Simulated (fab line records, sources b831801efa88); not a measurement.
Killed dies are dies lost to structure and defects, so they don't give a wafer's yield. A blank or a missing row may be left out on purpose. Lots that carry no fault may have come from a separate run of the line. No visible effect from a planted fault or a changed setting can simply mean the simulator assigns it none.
fab line records | flow sky130
record lots=5 | wafers=15 | lastDay=50
route steps=708 shown VIA1@460 PAD_OPEN@708
lots that met no fault: from a run of the same line without faults
startH: start of the lot's first displayed wafer, in hours after the record's first day | waitH: time in hours since the lot's previous step | " unchanged from the row above | L1.1+2: a single row standing in for several wafers | - either no value or no given start | * or withheld: withheld | < > ~ a bound
route shown NAME@n: a module of which the file shows steps, and the number in the route of the first | usual: average and standard deviation across the fault-free wafers | same: alike in all rows | chamber/n: place in a boat | sites: readings site by site | _std_site: standard deviation across them | _edge_site: outer sites' mean less inner sites' | radiusMm: for every site, how far away it sits from the centre of the wafer | mask NAME#n: copy n | behind: the most recent tool/chamber to have shaped the wafer | hold: what put the lot on hold/how long, in hours/how the hold closed | device: the n, p or np transistor that did not switch | end of line: the route-end tests of the same wafers | step lacking rows: just its recipe | killed: dies that structure and defects cost at the first sort, which is not the same as the wafer's yield | map: dies across one wafer; x = killed, . = not, _ = none there
set.NAME: setting as actually run; set.NAME@STEP: the setting as run at that earlier step | model.NAME: the simulator's own value behind a step, which no gauge read
lots seen at some steps along the route; tables by step, rows by wafer
services: when a tool's chamber went out of use (startH, in hours from the record's first day, below 0 if earlier), for how many hours, and the reason
## steps
# step SKY_VIA1_CMP_02
# recipe material=SiO2 | downForcePsi=4 | platenRpm=60 | padVelocityMS=0.94248
# usual motorCurrentA=12.6/1.2 | platenRpm=59.99/0.042 | slurryFlowMlMin=149.9/0.48
lot.wafer | tool   | chamber | startH | waitH | motorCurrentA | platenRpm | slurryFlowMlMin
L619.2    | cmp-01 | 2       | 810.33 | 0.1   | 10.9          | 60.01     | 149.7
L619.3    | "      | 3       | "      | "     | 11.2          | 60.00     | 150.2
L619.6    | "      | 2       | "      | "     | 10.6          | 60.05     | 150.0
L628.2    | cmp-02 | 2       | 881.31 | 0.0   | 14.6          | 59.94     | 150.4
L628.3    | "      | 3       | "      | "     | 11.1          | 60.02     | 150.0
L628.6    | "      | 3       | "      | "     | 12.1          | 59.96     | 150.0
L629.1    | cmp-02 | 0       | 892.03 | 0.2   | 13.5          | 59.95     | 150.4
L629.5    | "      | 1       | "      | "     | 12.4          | 60.01     | 149.4
L629.6    | "      | 2       | "      | "     | 14.1          | 60.03     | 149.6
L633.3    | cmp-01 | 3       | 916.74 | 0.0   | 10.9          | 60.02     | 150.0
L633.1    | "      | 1       | "      | "     | 11.7          | 60.02     | 149.2
L633.4    | "      | 2       | "      | "     | 10.7          | 60.09     | 149.2
L636.4    | cmp-02 | 0       | 938.91 | 0.0   | 13.5          | 59.95     | 149.3
L636.1    | "      | 2       | "      | "     | 14.3          | 60.01     | 149.8
L636.3    | "      | 3       | "      | "     | 11.8          | 59.93     | 150.5
# step SKY_VIA1_BOW_MEAS_03
# recipe mode=bow
# usual VIA1_BOW=79/6.9
lot.wafer | tool         | chamber | startH | waitH | VIA1_BOW[um]
L619.2    | filmMetro-04 | -       | 810.60 | 0.2   | 81
L619.3    | "            | -       | "      | "     | 75
L619.6    | "            | -       | "      | "     | 85
L628.2    | filmMetro-04 | -       | 881.63 | 0.3   | 79
L628.3    | "            | -       | "      | "     | 70
L628.6    | "            | -       | "      | "     | 71
L629.1    | filmMetro-04 | -       | 892.18 | 0.1   | 82
L629.5    | "            | -       | "      | "     | 79
L629.6    | "            | -       | "      | "     | 78
L633.1    | filmMetro-04 | -       | 917.04 | 0.1   | 73
L633.3    | "            | -       | "      | "     | 73
L633.4    | "            | -       | "      | "     | 84
L636.1    | filmMetro-02 | -       | 939.21 | 0.1   | 87
L636.3    | "            | -       | "      | "     | 67
L636.4    | "            | -       | "      | "     | 72
# step SKY_VIA1_DEHYDRATE_04
# recipe tempC=200 | timeS=60
# step SKY_VIA1_HMDS_05
# recipe primeTimeS=60 | primeTempC=120
# step SKY_VIA1_COAT_06
# recipe resist=BARC | tempC=withheld | timeS=withheld | spinRpm=3000 | resistThkNm=60
# step SKY_VIA1_COAT_07
# recipe resist=KrF-thick | spinRpm=3000 | resistThkNm=450
# step SKY_VIA1_SOFTBAKE_08
# recipe tempC=100 | timeS=90 | resist=KrF-thick
# step SKY_VIA1_EXPOSE_09
# recipe maskId=VIM | na=0.8 | sourceShape=annular | sigmaInner=0.55 | sigmaOuter=0.85 | targetCdNm=150 | doseMj=38
# step SKY_VIA1_PEB_10
# recipe pebTempC=withheld | pebTimeS=withheld | resist=KrF-thick
# step SKY_VIA1_DEVELOP_11
# recipe developTimeS=60 | resist=KrF-thick | devTempC=21
# step SKY_VIA1_CD_MEAS_12
# recipe targetCdNm=150
# usual cdNm=149.7/1.6
lot.wafer | tool     | chamber | startH | waitH | cdNm
L619.2    | cdSem-02 | -       | 836.86 | -     | 151.2
L619.3    | "        | -       | "      | "     | 149.3
L619.6    | "        | -       | "      | "     | 150.2
L628.2    | cdSem-02 | -       | 907.26 | -     | 149.0
L628.3    | "        | -       | "      | "     | 150.5
L628.6    | "        | -       | "      | "     | 150.4
L629.1    | cdSem-02 | -       | 917.58 | -     | 149.6
L629.5    | "        | -       | "      | "     | 148.4
L629.6    | "        | -       | "      | "     | 149.9
L633.1    | cdSem-01 | -       | 941.48 | -     | 148.8
L633.3    | "        | -       | "      | "     | 149.7
L633.4    | "        | -       | "      | "     | 151.2
L636.1    | cdSem-02 | -       | 963.78 | -     | 148.7
L636.3    | "        | -       | "      | "     | 148.1
L636.4    | "        | -       | "      | "     | 147.6
# step SKY_VIA1_OVL_MEAS_13
# usual VIA1_OVL=-1/5.3
lot.wafer | tool       | chamber | startH | waitH | VIA1_OVL[nm]
L619.2    | overlay-01 | -       | 836.97 | 0.1   | -4
L619.3    | "          | -       | "      | "     | 2
L619.6    | "          | -       | "      | "     | -5
L628.2    | overlay-02 | -       | 907.37 | 0.1   | 0
L628.3    | "          | -       | "      | "     | -5
L628.6    | "          | -       | "      | "     | 2
L629.1    | overlay-02 | -       | 917.70 | 0.1   | 4
L629.5    | "          | -       | "      | "     | 7
L629.6    | "          | -       | "      | "     | -3
L633.1    | overlay-01 | -       | 941.60 | 0.1   | -5
L633.3    | "          | -       | "      | "     | -1
L633.4    | "          | -       | "      | "     | -8
L636.1    | overlay-02 | -       | 963.90 | 0.1   | 5
L636.3    | "          | -       | "      | "     | 4
L636.4    | "          | -       | "      | "     | 8
# step SKY_VIA1_ETCH_14
# recipe chemistry=N2/H2 | target=BARC | ionEnergyEv=200 | sourceW=500 | biasW=100 | pressureMtorr=30 | n2FlowSccm=100 | h2FlowSccm=200 | stopOn=SiO2 | timeS=45.9 | targetDepthA=600
# usual biasW=99.95/0.3 | drypumpMotorCurrentA=5.9/0.38 | oesProductAu=0.854/0.005 | throttleValvePct=13.225/0.0082
lot.wafer | tool       | chamber | startH | waitH | biasW  | drypumpMotorCurrentA | oesProductAu | rfHoursCounterH | throttleValvePct | model.KrF-thick_of_VIA1_COAT_07.thkNm
L619.2    | rieDiel-04 | 0       | 837.00 | 0.0   | 100.37 | 6.0                  | 0.855        | 20              | 13.210           | 391.9
L619.3    | "          | 3       | "      | "     | 99.76  | 5.6                  | 0.851        | 12              | 13.227           | 392
L619.6    | "          | 2       | "      | "     | 76.55  | 5.7                  | 0.858        | -               | 13.232           | 394.4
L628.2    | rieDiel-02 | 3       | 907.40 | 0.0   | 100.14 | 5.8                  | 0.855        | 8               | 13.219           | 391.7
L628.3    | "          | 0       | "      | "     | 100.43 | 6.1                  | 0.854        | 9               | 13.215           | 391
L628.6    | "          | 0       | "      | "     | 100.30 | 6.1                  | 0.856        | -               | 13.239           | 390.7
L629.1    | rieDiel-04 | 3       | 917.73 | 0.0   | 100.00 | 5.7                  | 0.861        | 15              | 13.224           | 395.1
L629.5    | "          | 0       | "      | "     | 99.71  | 6.0                  | 0.860        | -               | 13.209           | 394.3
L629.6    | "          | 1       | "      | "     | 99.76  | 6.2                  | 0.855        | -               | 13.239           | 396.1
L633.1    | rieDiel-03 | 0       | 941.64 | 0.0   | 99.94  | 5.1                  | 0.853        | 7               | 13.244           | 393.8
L633.3    | "          | 1       | "      | "     | 99.66  | 5.9                  | 0.855        | 3               | 13.235           | 393.4
L633.4    | "          | 2       | "      | "     | 100.30 | 4.9                  | 0.857        | 14              | 13.222           | 393.9
L636.1    | rieDiel-02 | 1       | 963.94 | 0.0   | 99.56  | 6.4                  | 0.851        | 5               | 13.225           | 392.4
L636.3    | "          | 0       | "      | "     | 100.04 | 6.1                  | 0.856        | 11              | 13.215           | 390.7
L636.4    | "          | 3       | "      | "     | 100.10 | 5.8                  | 0.846        | 10              | 13.221           | 391.8
# step SKY_VIA1_ETCH_15
# recipe target=SiO2 | chemistry=C4F8/O2/Ar | targetDepthNm=351 | stopOn=TiN | maskMaterial=KrF-thick | sourceW=1500 | biasW=1200 | pressureMtorr=40 | c4f8FlowSccm=withheld | O2_flow_sccm=6 | Ar_flow_sccm=300 | timeS=54
# usual biasW=1200/3.3 | oesProductAu=0.984/0.0055
lot.wafer | tool       | chamber | startH | waitH | biasW | oesProductAu | rfHoursCounterH | model.KrF-thick_of_VIA1_COAT_07.thkNm
L619.2    | rieDiel-04 | 0       | 837.04 | 0.0   | 1200  | 0.982        | 20              | 321.8
L619.3    | "          | 3       | "      | "     | 1202  | 0.984        | 12              | 321.2
L619.6    | "          | 2       | "      | "     | 1196  | 0.982        | -               | 323.4
L628.2    | rieDiel-02 | 3       | 907.44 | 0.0   | 1200  | 0.985        | 8               | 321.3
L628.3    | "          | 0       | "      | "     | 1205  | 0.989        | 9               | 320
L628.6    | "          | 0       | "      | "     | 1206  | 0.993        | -               | 320.1
L629.1    | rieDiel-04 | 3       | 917.77 | 0.0   | 1203  | 0.982        | 15              | 323.7
L629.5    | "          | 0       | "      | "     | 1203  | 0.983        | -               | 323.6
L629.6    | "          | 1       | "      | "     | 1198  | 0.978        | -               | 325.3
L633.1    | rieDiel-03 | 0       | 941.68 | 0.0   | 1200  | 0.975        | 7               | 324.2
L633.3    | "          | 1       | "      | "     | 1203  | 0.989        | 3               | 322.8
L633.4    | "          | 2       | "      | "     | 1199  | 0.978        | 14              | 324.1
L636.1    | rieDiel-02 | 1       | 963.98 | 0.0   | 1201  | 0.973        | 5               | 322.5
L636.3    | "          | 0       | "      | "     | 1204  | 0.990        | 11              | 320.3
L636.4    | "          | 3       | "      | "     | 1198  | 0.986        | 10              | 321.7
# step SKY_VIA1_STRIP_16
# recipe chemistry=O2/N2 | powerW=1400 | pressureMtorr=1500 | platenTempC=withheld | o2FlowSccm=3000 | n2FlowSccm=300 | overashFraction=0.5
# usual drypumpMotorCurrentA=5.8/0.38 | oesProductAu=0.415/0.005 | stripTimeToEndpointS=4.447/0.022
lot.wafer | tool           | chamber | startH | waitH | drypumpMotorCurrentA | oesProductAu | rfHoursCounterH | stripTimeToEndpointS
L619.2    | plasmaAsher-03 | 0       | 837.09 | 0.0   | 5.5                  | 0.415        | 73              | 4.453
L619.3    | "              | 1       | "      | "     | 5.6                  | 0.420        | -               | 4.436
L619.6    | "              | 0       | "      | "     | 5.5                  | 0.416        | -               | 4.462
L628.2    | plasmaAsher-04 | 1       | 907.49 | 0.0   | 6.1                  | 0.414        | 105             | 4.437
L628.3    | "              | 0       | "      | "     | 6.2                  | 0.413        | -               | 4.422
L628.6    | "              | 0       | "      | "     | 6.2                  | 0.408        | -               | 4.444
L629.1    | plasmaAsher-04 | 1       | 917.82 | 0.0   | 6.1                  | 0.415        | 106             | 4.463
L629.5    | "              | 1       | "      | "     | 6.1                  | 0.419        | -               | 4.477
L629.6    | "              | 0       | "      | "     | 6.2                  | 0.424        | -               | 4.501
L633.1    | plasmaAsher-04 | 1       | 941.72 | 0.0   | 6.1                  | 0.412        | 109             | 4.469
L633.3    | "              | 0       | "      | "     | 6.2                  | 0.414        | -               | 4.453
L633.4    | "              | 1       | "      | "     | 6.1                  | 0.425        | -               | 4.470
L636.1    | plasmaAsher-01 | 0       | 964.02 | 0.0   | 5.0                  | 0.415        | 53              | 4.455
L636.3    | "              | 0       | "      | "     | 5.1                  | 0.415        | -               | 4.439
L636.4    | "              | 1       | "      | "     | 5.9                  | 0.418        | -               | 4.452
# step SKY_PAD_OPEN_PROBE_99
# usual defectLimitedYield=82.4/1.8 | killed_at_M0_to_M3=44/7.2 | killed_at_M4_up=3.5/1.8 | killedAtContacts=25/5.1 | killedAtFrontEnd=14/4.4 | killedAtOther=0.4/0.58 | killedDies=87/9.1 | killedOpen=48/6.9 | killedShort=38/6.3 | sort_bin_3_pad_short=0.9/0.43 | sort_bin_5_function=10.5/1.5 | sort_bin_6_memory=6.3/1.1 | sortNPass=405/9.1 | sortYieldPct=82.4/1.8
# same grossDies=492 | killedAtBackSide=0 | sort_bin_4_leakage[%]=0 | sort_bin_8_speed[%]=0
lot.wafer | tool      | chamber | startH  | waitH | defectLimitedYield[%] | killed_at_M0_to_M3 | killed_at_M4_up | killedAtContacts | killedAtFrontEnd | killedAtOther | killedDies | killedOpen | killedShort | sort_bin_3_pad_short[%] | sort_bin_5_function[%] | sort_bin_6_memory[%] | sortNPass | sortYieldPct[%]
L619.2    | prober-02 | -       | 1111.49 | 0.1   | 79.3                  | 50                 | 3               | 28               | 21               | 0             | 102        | 56         | 46          | 1.0                     | 14.0                   | 5.7                  | 390       | 79.3
L619.3    | prober-02 | -       | 1111.54 | 0.2   | 81.5                  | 54                 | 2               | 25               | 10               | 0             | 91         | 49         | 42          | 0.4                     | 12.2                   | 5.9                  | 401       | 81.5
L619.6    | prober-02 | -       | 1111.69 | 0.2   | 82.1                  | 51                 | 3               | 22               | 11               | 1             | 88         | 47         | 40          | 0.8                     | 9.6                    | 7.5                  | 404       | 82.1
L628.2    | prober-02 | -       | 1161.61 | 0.1   | 84.8                  | 39                 | 2               | 16               | 17               | 1             | 75         | 39         | 35          | 0.8                     | 7.9                    | 6.5                  | 417       | 84.8
L628.3    | prober-02 | -       | 1161.66 | 0.2   | 80.3                  | 47                 | 4               | 23               | 22               | 1             | 97         | 50         | 47          | 1.0                     | 12.4                   | 6.3                  | 395       | 80.3
L628.6    | prober-02 | -       | 1161.81 | 0.2   | 82.5                  | 37                 | 2               | 28               | 18               | 1             | 86         | 51         | 35          | 0.6                     | 11.0                   | 5.9                  | 406       | 82.5
L629.1    | prober-01 | -       | 1169.45 | 0.1   | 79.7                  | 57                 | 2               | 21               | 20               | 0             | 100        | 52         | 48          | 1.2                     | 12.8                   | 6.3                  | 392       | 79.7
L629.5    | prober-01 | -       | 1169.65 | 0.2   | 80.7                  | 43                 | 5               | 27               | 20               | 0             | 95         | 50         | 45          | 1.2                     | 10.0                   | 8.1                  | 397       | 80.7
L629.6    | prober-01 | -       | 1169.70 | 0.2   | 82.1                  | 45                 | 5               | 19               | 19               | 0             | 88         | 38         | 50          | 1.4                     | 9.8                    | 6.7                  | 404       | 82.1
L633.1    | prober-01 | -       | 1187.65 | 0.1   | 82.9                  | 43                 | 2               | 18               | 19               | 2             | 84         | 38         | 45          | 1.0                     | 9.8                    | 6.3                  | 408       | 82.9
L633.3    | prober-01 | -       | 1187.75 | 0.2   | 82.1                  | 38                 | 5               | 29               | 16               | 0             | 88         | 54         | 33          | 1.8                     | 11.6                   | 4.5                  | 404       | 82.1
L633.4    | prober-01 | -       | 1187.80 | 0.2   | 82.5                  | 47                 | 4               | 25               | 10               | 0             | 86         | 47         | 39          | 0.8                     | 10.4                   | 6.3                  | 406       | 82.5
L636.1    | prober-02 | -       | 1200.66 | 0.1   | 79.1                  | 55                 | 3               | 26               | 19               | 0             | 103        | 58         | 45          | 0.8                     | 11.6                   | 8.5                  | 389       | 79.1
L636.3    | prober-02 | -       | 1200.76 | 0.2   | 80.7                  | 37                 | 6               | 32               | 20               | 0             | 95         | 60         | 35          | 0.6                     | 11.6                   | 7.1                  | 397       | 80.7
L636.4    | prober-02 | -       | 1200.81 | 0.2   | 81.7                  | 53                 | 3               | 23               | 11               | 0             | 90         | 52         | 38          | 0.6                     | 9.8                    | 7.9                  | 402       | 81.7
# killed by level:class
L619.2 CONTACT:geometricParticle:open=11 VIA1:geometricParticle:open=10 FIELD_ISO:geometricParticle:open=9 VIA3:geometricParticle:open=7 POLY_GATE:geometricParticle:open=7 METAL2:geometricParticle:short=7 METAL1:geometricParticle:short=7 CONTACT:geometricParticle:short=6
L619.3 CONTACT:geometricParticle:open=9 METAL1:geometricParticle:short=9 LI_CONTACT:geometricParticle:open=8 VIA3:geometricParticle:open=8 VIA1:geometricParticle:open=8 VIA2:geometricParticle:open=6 FIELD_ISO:geometricParticle:short=5 CONTACT:geometricParticle:short=5
L619.6 VIA1:geometricParticle:open=14 CONTACT:geometricParticle:open=11 VIA1:geometricParticle:short=9 VIA2:geometricParticle:short=6 METAL1:geometricParticle:short=5 VIA3:geometricParticle:open=4 VIA2:geometricParticle:open=4 LI_CONTACT:geometricParticle:short=3
L628.2 LI_CONTACT:geometricParticle:open=7 VIA2:geometricParticle:open=7 CONTACT:geometricParticle:open=6 VIA1:geometricParticle:open=5 METAL2:geometricParticle:short=5 VIA1:geometricParticle:short=5 VIA2:geometricParticle:short=5 FIELD_ISO:geometricParticle:short=4
L628.3 FIELD_ISO:geometricParticle:short=9 LI_CONTACT:geometricParticle:open=9 METAL2:geometricParticle:short=9 VIA2:geometricParticle:open=8 VIA1:geometricParticle:open=8 CONTACT:geometricParticle:open=8 VIA3:geometricParticle:open=7 METAL3:geometricParticle:short=4
L628.6 CONTACT:geometricParticle:open=10 FIELD_ISO:geometricParticle:open=8 VIA1:geometricParticle:open=7 VIA2:geometricParticle:open=7 LI_CONTACT:geometricParticle:open=6 VIA2:geometricParticle:short=6 LI_CONTACT:geometricParticle:short=4 CONTACT:geometricParticle:short=4
L629.1 VIA1:geometricParticle:open=14 CONTACT:geometricParticle:open=9 METAL2:geometricParticle:short=7 VIA2:geometricParticle:open=7 FIELD_ISO:geometricParticle:short=5 METAL3:geometricParticle:short=5 POLY_GATE:geometricParticle:short=5 LI_CONTACT:geometricParticle:open=5
L629.5 CONTACT:geometricParticle:open=12 VIA1:geometricParticle:open=12 METAL2:geometricParticle:short=8 FIELD_ISO:geometricParticle:short=6 LI_CONTACT:geometricParticle:open=6 VIA1:geometricParticle:short=6 VIA2:geometricParticle:open=6 POLY_GATE:geometricParticle:open=5
L629.6 POLY_GATE:geometricParticle:short=7 VIA3:geometricParticle:open=7 VIA1:geometricParticle:open=7 CONTACT:geometricParticle:open=6 FIELD_ISO:geometricParticle:short=5 METAL1:geometricParticle:short=5 VIA2:geometricParticle:open=5 METAL3:geometricParticle:short=5
L633.1 FIELD_ISO:geometricParticle:short=7 CONTACT:geometricParticle:open=7 VIA2:geometricParticle:open=7 METAL1:geometricParticle:short=6 VIA1:geometricParticle:open=6 FIELD_ISO:geometricParticle:open=5 METAL2:geometricParticle:short=5 CONTACT:geometricParticle:short=4
L633.3 VIA1:geometricParticle:open=10 CONTACT:geometricParticle:open=9 LI_CONTACT:geometricParticle:open=9 VIA3:geometricParticle:open=6 METAL2:geometricParticle:short=5 VIA2:geometricParticle:open=5 FIELD_ISO:geometricParticle:short=4 LOCAL_INTERCONNECT:geometricParticle:short=4
L633.4 VIA3:geometricParticle:open=10 CONTACT:geometricParticle:open=9 VIA1:geometricParticle:short=7 VIA1:geometricParticle:open=7 VIA2:geometricParticle:open=7 FIELD_ISO:geometricParticle:short=5 LI_CONTACT:geometricParticle:open=5 METAL1:geometricParticle:short=5
L636.1 VIA1:geometricParticle:open=21 CONTACT:geometricParticle:open=9 CONTACT:geometricParticle:short=9 VIA2:geometricParticle:open=8 METAL2:geometricParticle:short=8 POLY_GATE:geometricParticle:short=7 VIA3:geometricParticle:open=6 POLY_GATE:geometricParticle:open=5
L636.3 VIA1:geometricParticle:open=12 CONTACT:geometricParticle:open=12 LI_CONTACT:geometricParticle:open=9 FIELD_ISO:geometricParticle:open=8 VIA2:geometricParticle:open=5 FIELD_ISO:geometricParticle:short=4 POLY_GATE:geometricParticle:open=4 VIA1:geometricParticle:short=4
L636.4 VIA1:geometricParticle:open=16 VIA2:geometricParticle:open=8 VIA3:geometricParticle:open=8 CONTACT:geometricParticle:short=6 CONTACT:geometricParticle:open=6 LI_CONTACT:geometricParticle:open=5 METAL2:geometricParticle:short=5 VIA2:geometricParticle:short=5
## services
tool           | chamber | startH | hours | kind
cmp-01         | -       | 786.54 | 1.6   | repair
rieDiel-03     | 3       | 791.45 | 4.2   | repair
cmp-01         | -       | 794.63 | 7.9   | pm
rieDiel-04     | 2       | 803.17 | 4.4   | repair
cmp-01         | -       | 807.60 | 0.4   | repair
cmp-02         | -       | 811.84 | 2.3   | repair
rieDiel-02     | -       | 818.83 | 14.6  | pm
cmp-01         | -       | 822.49 | 15.5  | pm
rieDiel-04     | 3       | 831.10 | 4.7   | repair
cmp-02         | -       | 838.15 | 7.0   | pm
cmp-01         | -       | 852.07 | 6.3   | repair
cmp-01         | -       | 854.87 | 1.4   | repair
rieDiel-03     | 3       | 857.60 | 4.2   | repair
plasmaAsher-01 | -       | 858.16 | 7.7   | repair
cmp-02         | -       | 860.16 | 3.2   | pm
cmp-02         | -       | 907.59 | 3.9   | repair
cmp-01         | -       | 912.12 | 4.0   | pm
plasmaAsher-03 | -       | 919.48 | 2.4   | repair
rieDiel-02     | 3       | 923.67 | 1.5   | repair
cmp-01         | -       | 937.70 | 15.6  | repair
cmp-01         | -       | 943.40 | 0.6   | repair
plasmaAsher-03 | -       | 948.72 | 15.6  | pm
plasmaAsher-04 | -       | 956.48 | 2.5   | repair
rieDiel-04     | 3       | 960.73 | 11.2  | repair
## key
firstSign step=SKY_VIA1_ETCH_14 | reading=biasW | direction=down | sigmas=78 | usual=99.95 | struck=76.55
effect none on later readings
modelEffect step=SKY_VIA1_ETCH_14 | value=KrF-thick_of_VIA1_COAT_07.thkNm | without=391.1 | struck=394.4
modelEffect step=SKY_VIA1_ETCH_15 | value=KrF-thick_of_VIA1_COAT_07.thkNm | without=320.1 | struck=323.4
metAt SKY_VIA1_ETCH_14
struckWafers L619.6
fault kind=processParameterDrift | tool=rieDiel-04 | chamber=2 | onsetH=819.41 | steps=SKY_VIA1_ETCH_14 | channel=biasW | offset=-23.517 | shape=step | endH=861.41 | actsIn=theseRecipesOnly | stated=100
